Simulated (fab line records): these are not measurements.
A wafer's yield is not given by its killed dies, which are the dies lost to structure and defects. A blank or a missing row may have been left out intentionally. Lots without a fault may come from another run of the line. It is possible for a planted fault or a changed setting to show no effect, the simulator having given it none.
Chamber matching    flow sky130    4 sister chambers for SKY_VIA1_ETCH_15 on rieDiel-03
The step etches SiO2 in C4F8/O2/Ar, stops on TiN, target depth 351 nm, time 54 s. 8 wafers are shown with their chamber, then 7 later ones without.

== EACH WAFER AND ITS CHAMBER ==
wafer   chamber  runLengthS (s)  oesProductAu (a.u.)
L586.3  2        82.0            0.996
L588.5  0        82.7            0.976
L589.4  2        81.9            0.975
L602.2  1        82.5            0.975
L602.5  3        82.1            0.972
L602.6  0        82.7            0.986
L605.1  3        82.4            0.975
L605.2  1        81.9            0.981

== WAFERS WHOSE CHAMBER IS MISSING ==
wafer   runLengthS (s)  oesProductAu (a.u.)
L605.6  82.7            0.988
L608.1  81.8            0.984
L608.2  82.4            0.979
L608.5  82.2            0.989
L609.2  82.2            0.983
L609.3  81.7            0.988
L609.5  81.9            0.985

== THE CHAMBER EACH PASSED THROUGH ==
wafer   from the rows above                in truth
L605.6  can't be placed: 0 or 1 or 3       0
L608.1  can't be placed: 2 or 1 or 3       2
L608.2  can't be placed: 1 or 3 or 0 or 2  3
L608.5  can't be placed: 2 or 1 or 3 or 0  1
L609.2  can't be placed: 1 or 2 or 3 or 0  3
L609.3  can't be placed: 2 or 1 or 3       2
L609.5  can't be placed: 2 or 1 or 3       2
Correct placement for 0 of the 7. Not placeable from these rows: 7 (in 7, the candidates include the true chamber). Number placed wrongly: 0.
How it was worked out, from the rows above alone: a wafer's distance from a chamber is the root of the sum, over the readings, of the square of ((its reading less the chamber's mean) divided by the reading's scatter). The wafer belongs to the nearest chamber; if the next one is less than 2 further off, it can't be placed. Each chamber's mean is taken over the wafers shown for it. The scatter: take each reading less its chamber's mean, square it, sum over the shown wafers, divide by the number of wafers less the number of chambers, and take the root.
